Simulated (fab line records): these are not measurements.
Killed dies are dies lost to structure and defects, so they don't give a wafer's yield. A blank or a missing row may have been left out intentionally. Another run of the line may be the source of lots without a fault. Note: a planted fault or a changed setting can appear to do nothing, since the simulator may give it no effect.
Problem report in the 8D (eight disciplines) form, filled by code -- flow sky130 -- the parts of the form that need people (team, actions taken, sign-off) are left out

## 1. THE PROBLEM
CONTACT_HDPCVD_THK at SKY_CONTACT_THK_MEAS_03 reads a mean of 251 nm on 3 wafers of 3 lots; wafers without a fault read 565 nm with a standard deviation of 9. That is -35 standard deviations from the usual mean.
First observed at day 35 09:19: wafer L410.4, on film-metro-01. At this step, 42 wafers from 15 lots have a number in the record. The rule behind "out" and "out of limits": a value lying over 4 standard deviations away from the usual mean. The other wafers with a number count as sound.

## 2. WHAT IT IS AND WHAT IT IS NOT
question,is,is not
which readings at this step,CONTACT_HDPCVD_THK,-
which lots,"L410, L411, L414","L397, L398, L399, L400, L401, L403, L404, L405, L406, L407, L408, L418"
which wafers of those lots,"L410.4, L411.4, L414.4","L410.2, L411.5, L414.5"
read on which gauges,"film-metro-01, film-metro-04",film-metro-03
when,from day 35 09:19,"up to then (34 sound wafers); but 5 sound wafers of L411, L414, L418 came after"

## 3. SUSPECTS, AND WHAT RULES EACH OUT
Counting: a tool at a process step up to the reading stays a suspect if it ran every lot that is out. Sound lots after the first of them don't rule it out here, since some wafers of a struck lot are sound.
- the gauge at SKY_CONTACT_THK_MEAS_03 has been ruled out. Those wafers that are out were read across 2 gauges (film-metro-01, film-metro-04).
- hdpcvd-02 at SKY_CONTACT_HDPCVD_02 (deposits SiO2, target thk 565 nm, time 94.2 s): kept. It processed each lot that is out (first: L410, day 35 09:14); up to then, its last sound lot is L406 (day 34 15:03).
Remaining after the count: hdpcvd-02 at SKY_CONTACT_HDPCVD_02.

## 4. THE CAUSE (what the simulator had put in)
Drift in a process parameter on hdpcvd-02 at SKY_CONTACT_HDPCVD_02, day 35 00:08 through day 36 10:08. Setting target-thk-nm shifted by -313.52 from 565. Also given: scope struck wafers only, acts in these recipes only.
Only this tool survived the counting.

## 5. THE EFFECT CHAIN, in route order
Each row: a reading where the mean over the struck wafers with a number is more than 3 standard deviations away from the usual. Scope: only readings with a usual standard deviation given in the record; hours: median across lots of the time from each lot's start at the first step in this table that gives one to its start at this step; sigmas: change in usual standard deviations.
hours,step,reading,usual,on struck wafers,change,sigmas
0,SKY_CONTACT_THK_MEAS_03,CONTACT_HDPCVD_THK,565 nm,251,-314,-35
3,SKY_CONTACT_CMP_04,time-to-endpoint-s,82 s,44,-38,-6.7
27,SKY_CONTACT_ETCH_17,oes-product-au,0.891 a.u.,0.754,-0.137,-26
It contains these process steps:
- SKY_CONTACT_CMP_04: polishes SiO2.
- SKY_CONTACT_ETCH_17: etches SiO2 in C4F8/O2/Ar, stops on Si3N4, target depth 340 nm.

## 6. WHAT WOULD HAVE CAUGHT IT SOONER
Counted from the fault's start at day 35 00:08, it took 9 hours until the first out-of-limits reading at a measuring or inspecting step in this record, taken at day 35 09:19.
Among the 3 lots that are out, L411, L414 began SKY_CONTACT_HDPCVD_02 on hdpcvd-02 after day 35 09:19. A hold on the tool at that time would have spared those 2.
